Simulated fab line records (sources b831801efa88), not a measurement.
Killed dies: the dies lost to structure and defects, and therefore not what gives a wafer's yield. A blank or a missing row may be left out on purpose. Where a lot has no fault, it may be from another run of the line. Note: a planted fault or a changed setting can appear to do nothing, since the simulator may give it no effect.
fab line records    flow sfqLine
record lots=15  wafers=45  lastDay=91
route steps=325 shown C5@243
lots with no fault: from the same line, run without faults
startH: hours from the record's opening day to when the first of the lot's shown wafers began    waitH: hours elapsed since this lot's preceding step    " as in the row above    L1.1+2: a single row standing in for several wafers    - no value, or no start given    * or withheld: withheld    < > ~ a bound
route shown NAME@n: a module of which the file shows steps, and the number in the route of the first    usual: mean/standard deviation taken from wafers without a fault    same: alike in all rows    chamber/n: place in a boat    sites: each site's reading    _std_site: standard deviation of those values    _edge_site: mean of outer sites minus mean of inner sites    radiusMm: how far each site lies from the wafer's centre    mask NAME#n: copy n    behind: tool/chamber where the wafer was last shaped    hold: reason for holding the lot/hours on hold/outcome of the hold    device: transistor that didn't switch, given as n, p or np    end of line: tests of these same wafers at the route's end    where a step has no rows: the recipe by itself    killed: the dies lost at the first sort to structure and to defects; this is not the yield of the wafer    map: per-die view of a wafer (x killed, . not killed, _ where there is no die)
set.NAME: the setting the step ran with; set.NAME@STEP: the setting that earlier step ran with    model.NAME: the simulator's own value behind a step, which no gauge read
the route's steps for a sample of lots (tables are steps, rows are wafers)
services: from which hour (startH, from the record's first day; less than 0 if before it) a tool's chamber was out of use, for how many hours, and why
## steps
# step SFQ_TRILAYER_C5_LITHO_EXPOSE_152
# recipe maskId=C5  na=0.6  sourceShape=conventional  sigmaOuter=0.65  targetCdNm=500  doseMj=21.3
# usual exposureDoseMJCm2=21.298/0.021  focusOffsetNm=0.0/0.54
lot.wafer  tool           chamber  startH   waitH  mask  exposureDoseMJCm2  focusOffsetNm
L985.1     krfScanner-02  0        1713.00  -      C5#0  21.297             0.2
L985.2     "              0        "        "      C5#0  21.297             -0.2
L985.6     "              0        "        "      C5#0  21.303             -0.4
L987.2     krfScanner-01  0        1725.08  -      C5#0  21.254             0.3
L987.4     "              0        "        "      C5#0  21.275             -0.2
L987.5     "              0        "        "      C5#0  21.298             0.7
L988.2     krfScanner-01  -        1735.88  -      C5#0  -                  -
L988.4     "              -        "        "      C5#0  -                  -
L988.5     "              -        "        "      C5#0  -                  -
L989.1     krfScanner-01  -        1740.48  -      C5#0  -                  -
L989.4     "              -        "        "      C5#0  -                  -
L989.6     "              -        "        "      C5#0  -                  -
L990.1     krfScanner-01  -        1752.48  -      C5#0  -                  -
L990.3     "              -        "        "      C5#0  -                  -
L990.5     "              -        "        "      C5#0  -                  -
L991.1     krfScanner-01  0        1756.08  -      C5#0  21.292             0.2
L991.5     "              0        "        "      C5#0  21.305             0.4
L991.6     "              0        "        "      C5#0  21.288             -0.2
L992.1     krfScanner-01  0        1757.28  -      C5#0  21.294             0.0
L992.2     "              0        "        "      C5#0  21.284             0.0
L992.5     "              0        "        "      C5#0  21.293             -0.4
L995.2     krfScanner-02  0        1812.60  -      C5#0  21.308             0.2
L995.3     "              0        "        "      C5#0  21.320             0.1
L995.5     "              0        "        "      C5#0  21.306             -0.4
L996.3     krfScanner-02  0        1882.90  -      C5#0  21.312             0.0
L996.4     "              0        "        "      C5#0  21.283             -0.3
L996.5     "              0        "        "      C5#0  21.284             -0.3
L997.2     krfScanner-02  0        1883.90  -      C5#0  21.290             -0.3
L997.4     "              0        "        "      C5#0  21.302             0.2
L997.6     "              0        "        "      C5#0  21.324             -0.1
L999.2     krfScanner-02  0        1896.33  -      C5#0  21.292             -0.3
L999.4     "              0        "        "      C5#0  21.308             -0.4
L999.6     "              0        "        "      C5#0  21.285             0.8
L100.3     krfScanner-02  0        1897.73  -      C5#0  21.315             -0.4
L100.5     "              0        "        "      C5#0  21.327             0.5
L100.6     "              0        "        "      C5#0  21.321             0.3
L101.2     krfScanner-02  0        1898.73  -      C5#0  21.335             -0.6
L101.5     "              0        "        "      C5#0  21.316             -0.3
L101.6     "              0        "        "      C5#0  21.348             -0.1
L102.1     krfScanner-02  0        1899.73  -      C5#0  21.264             0.1
L102.2     "              0        "        "      C5#0  21.285             0.0
L102.5     "              0        "        "      C5#0  21.319             0.4
L104.1     krfScanner-02  0        1922.82  -      C5#0  21.275             0.7
L104.5     "              0        "        "      C5#0  21.298             0.4
L104.6     "              0        "        "      C5#0  21.292             -0.5
## services
tool           chamber  startH   hours  kind
krfScanner-01  -        1694.44  0.8    pm
krfScanner-02  -        1724.75  1.9    repair
krfScanner-02  -        1726.68  0.8    pm
krfScanner-02  -        1727.43  1.3    pm
krfScanner-01  -        1759.68  4.0    pm
krfScanner-01  -        1808.38  2.2    repair
krfScanner-02  -        1811.40  1.0    pm
krfScanner-02  -        1814.93  0.8    pm
krfScanner-01  -        1821.39  1.3    pm
krfScanner-01  -        1825.09  1.0    pm
krfScanner-02  -        1871.43  0.3    repair
krfScanner-02  -        1874.22  0.6    repair
krfScanner-02  -        1886.10  4.0    pm
krfScanner-02  -        1903.33  1.3    pm
## key
firstSign step=SFQ_TRILAYER_C5_LITHO_EXPOSE_152  reading=toolRecord  direction=missing
effect none on later readings
metAt SFQ_TRILAYER_C5_LITHO_EXPOSE_152
struckLots L988,L989,L990
onsetBetween 1725.08 1735.88
fault kind=skippedStepWhole  tool=krfScanner-01  chamber=-  onsetH=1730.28  steps=SFQ_TRILAYER_C5_LITHO_EXPOSE_152  scope=struckLotsOnly
